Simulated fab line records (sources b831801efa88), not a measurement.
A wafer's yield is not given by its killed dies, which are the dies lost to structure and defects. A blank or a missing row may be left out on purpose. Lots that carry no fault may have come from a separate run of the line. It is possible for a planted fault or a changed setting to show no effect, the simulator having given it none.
2 desks looking at one fault | flow sky130 | every desk sees just its own numbers, and what lay behind them comes last

FOR THE TOOL OWNER'S DESK: hdpcvd-02
The tool's own readings at SKY_VIA3_HDPCVD_00 (deposits SiO2, target thk 1635 nm, time 272.5 s): means of the sampled wafers that have a number, for each lot that ran on this tool. The brackets show how far a lot's mean lies from the usual mean; more than 4 standard deviations puts the lot out of limits, marked OUT.
Columns: A = sih4-flow-sccm at SKY_VIA3_HDPCVD_00, usual 60.04 sccm
lot  | first seen here | A
L170 | day 39 02:37    | 59.95
L172 | day 39 22:20    | 60.12
L174 | day 40 06:25    | 60.04
L183 | day 42 18:38    | 59.93
L184 | day 43 00:50    | 59.91
L186 | day 43 15:38    | 59.95
This desk's finding: nothing out of limits on any of the 6 lots.

THE METROLOGY DESK
What the gauges read, lot by lot, whatever tool the lot ran on: means of the sampled wafers that have a number. The brackets show how far a lot's mean lies from the usual mean; more than 4 standard deviations puts the lot out of limits, marked OUT.
Columns: A = VIA3_HDPCVD_THK at SKY_VIA3_THK_MEAS_01, usual 1638 nm; B = VIA3_OVL at SKY_VIA3_OVL_MEAS_13, usual -1 nm
lot  | first seen here | A               | B
L170 | day 39 02:48    | 1629            | -2
L171 | day 39 09:25    | 1623            | 0
L173 | day 39 20:35    | 1629            | -5
L172 | day 39 22:30    | 1629            | 2
L174 | day 40 06:35    | 1648            | 4
L177 | day 40 22:58    | 1635            | -2
L178 | day 41 06:47    | 1637            | -3
L179 | day 41 18:42    | 1639            | 1
L183 | day 42 18:49    | 1644            | 5
L184 | day 43 01:00    | 1353 (-18) OUT  | -1
L186 | day 43 15:49    | 1487 (-9.4) OUT | -9
L191 | day 44 18:50    | 1651            | 1
Finding of this desk: L184, L186 out of limits, first seen on L184 at day 43 01:00 (VIA3_HDPCVD_THK at SKY_VIA3_THK_MEAS_01). Within limits: L170, L171, L173, L172, L174, L177, L178, L179, L183, L191.

BROUGHT TOGETHER
The metrology desk could have raised an alarm at day 43 01:00, on L184, L186.
The desk of the tool owner found nothing out of limits.
Tool owner's desk: L184, L186 on record, inside its limits.
On hdpcvd-02, each named lot ran SKY_VIA3_HDPCVD_00.

WHAT WAS PUT IN BY THE SIMULATOR
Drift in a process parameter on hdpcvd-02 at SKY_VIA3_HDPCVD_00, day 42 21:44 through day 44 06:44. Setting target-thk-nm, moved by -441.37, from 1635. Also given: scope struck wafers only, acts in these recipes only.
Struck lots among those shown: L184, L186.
Delay in hours, fault start to first out-of-limits reading, per desk: metrology desk 3.
